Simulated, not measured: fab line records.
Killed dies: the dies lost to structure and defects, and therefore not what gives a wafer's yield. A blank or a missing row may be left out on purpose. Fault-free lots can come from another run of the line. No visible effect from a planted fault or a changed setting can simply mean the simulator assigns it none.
Which tool is to blame?	flow gf180mcu	6 lots, 18 wafers sampled, at 3 steps of a route of 602

== WHAT THE GAUGES SHOWED, per wafer ==
GF_MIM_THK_MEAS_06.
lot	measured	on	MIM_CVD_05_THK (nm)
L418	day 24 22:29	film metro-01	42.8 41.9 42.3
L421	day 25 21:56	film metro-01	42.1 41.6 42.5
L424	day 26 23:37	film metro-04	42.0 42.3 42.1
L428	day 28 07:22	film metro-01	42.2 42.6 42.6
L431	day 29 03:35	film metro-04	42.1 42.2 43.0
L438	day 31 01:43	film metro-04	41.6 42.2 63.2

== TOOL THAT RAN EACH LOT (tool first, then ch and the chambers of the sampled wafers, then the start) ==
lot	GF_V4_ETCH_17	GF_MIM_CVD_05
L418	rie diel-03 ch 0,1,2, day 24 22:27 or earlier	pecvd-02 ch 0,1,2, day 24 22:27
L421	rie diel-04 ch 1,3, day 25 21:54 or earlier	pecvd-04 ch 1,2, day 25 21:54
L424	rie diel-04 ch 1,2,3, day 26 23:34 or earlier	pecvd-02 ch 0,1,2, day 26 23:34
L428	rie diel-01 ch 0,2,3, day 28 07:20 or earlier	pecvd-02 ch 0,1,2, day 28 07:20
L431	rie diel-04 ch 0,2, day 29 03:32 or earlier	pecvd-02 ch 1,2, day 29 03:32
L438	rie diel-04 ch 0,1,3, day 31 01:39 or earlier	pecvd-02 ch 0,1,2, day 31 01:39
- GF_V4_ETCH_17: etches SiO2 in C4F8/O2/Ar, stops on TiN, target depth 630 nm.
- GF_MIM_CVD_05: deposits Si3N4, target thk 42 nm, time 29.086 s.

== THE ANSWER, worked out from the rows above alone ==
Rule: the usual values come from the lots themselves. Put in order of their means at a reading, lots are off if they are a third of the lots or fewer, leave a main group of 4 or more, and stand apart from it by a gap of 3 or more times the standard deviation of the main group's means; of several such gaps the widest counts. A main group is skipped when, at the precision printed for the reading in the tables above, its means are all equal. A lot without any number at a reading at which 4 lots or more have one is off too. Where the step has rows for the other lots, those lots are counted as sound.
Off: L438, seen at GF_MIM_THK_MEAS_06 (MIM_CVD_05_THK). For the main group the mean is 42.3 nm and the standard deviation 0.16.
A tool fits if, at a process step before that reading, it ran every lot that is off, and no sound lot after the first of them. Gauges at GF_MIM_THK_MEAS_06: tried the same way as those tools. GF_V4_ETCH_17 gives no start for some lots, so the hours and the order of its lots are those of GF_MIM_CVD_05. Can't be told from this: 3 tools fit, rie diel-04 at GF_V4_ETCH_17, pecvd-02 at GF_MIM_CVD_05, film metro-04 at GF_MIM_THK_MEAS_06.

== WHAT WAS PUT IN BY THE SIMULATOR ==
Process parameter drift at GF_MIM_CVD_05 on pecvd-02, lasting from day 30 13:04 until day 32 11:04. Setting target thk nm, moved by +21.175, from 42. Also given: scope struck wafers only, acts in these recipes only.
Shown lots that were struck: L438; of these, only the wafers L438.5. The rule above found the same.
